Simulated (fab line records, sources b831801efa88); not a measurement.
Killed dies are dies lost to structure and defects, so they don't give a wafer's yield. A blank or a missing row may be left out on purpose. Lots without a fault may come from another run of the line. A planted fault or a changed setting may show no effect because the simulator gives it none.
Problem report in the 8D (eight disciplines) form, filled by code | flow gf180mcu | the parts of the form that need people (team, actions taken, sign-off) are left out

1. THE PROBLEM
developer_temp_C at GF_SAB_DEVELOP_08 reads a mean of 22.26 C on 6 wafers of 2 lots; wafers without a fault read 23.00 C with a standard deviation of 0.13. That is -5.7 standard deviations from the usual mean.
The step: develop time 60 s.
First seen on wafer L301.2, day 16 15:38, on litho_track-04. The record holds 42 wafers of 14 lots with a number at this step. Rule for "out", or "out of limits": more than 4 standard deviations from the usual mean. The other wafers with a number count as sound.

2. WHAT IT IS AND WHAT IT IS NOT
question                    | is                     | is not
which readings at this step | developer_temp_C       | -
which lots                  | L301, L302             | L297, L299, L300, L304, L311, L312, L313, L315, L316, L317, L319, L320
which wafers of those lots  | all that have a number | -
read on which tools         | litho_track-04         | litho_track-02, litho_track-03
when                        | from day 16 15:38      | up to then (9 sound wafers); but 27 sound wafers of L304, L311, L312, L313, L315, L316, L317, L319, L320 came after

3. SUSPECTS, AND WHAT RULES EACH OUT
Counting: a tool at a process step up to the reading stays a suspect if it ran every lot that is out and no sound lot after the first of them.
- litho_track-04 at GF_SAB_DEVELOP_08 (develop time 60 s): ruled out as a lasting fault. Sound lots L311, L312, L313, L316, L320 ran on it after its first lot that is out, L301 (day 16 15:38).
Left after counting: nothing in the record.

4. THE CAUSE (what the simulator had put in)
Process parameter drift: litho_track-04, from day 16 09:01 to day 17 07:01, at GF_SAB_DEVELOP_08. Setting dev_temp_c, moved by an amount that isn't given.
Counting ruled it out, wrongly.

5. THE CHAIN OF EFFECTS, in route order
Each row: a reading whose mean over the struck wafers that have a number lies more than 3 standard deviations from the usual. Only readings for which the record gives a usual standard deviation are gone through. hours: the time from each lot's start at the first step in this table that gives one to its start at this step, as a median over the lots. sigmas: the change in usual standard deviations.
hours | step              | reading          | usual   | on struck wafers | change | sigmas
0     | GF_SAB_DEVELOP_08 | developer_temp_C | 23.00 C | 22.26            | -0.74  | -5.7
The process steps in it:
- GF_SAB_DEVELOP_08: develop time 60 s.
Later measuring or inspecting steps at which every struck wafer that the step has a row for has a number for every such reading, and none has moved that far: GF_V2_RS_MEAS_24, GF_V3_BOW_MEAS_05, GF_V3_THK_MEAS_25.

6. WHAT WOULD HAVE CAUGHT IT SOONER
In this record the first reading out of limits was taken at day 16 15:38, 7 hours after the fault began at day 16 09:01.
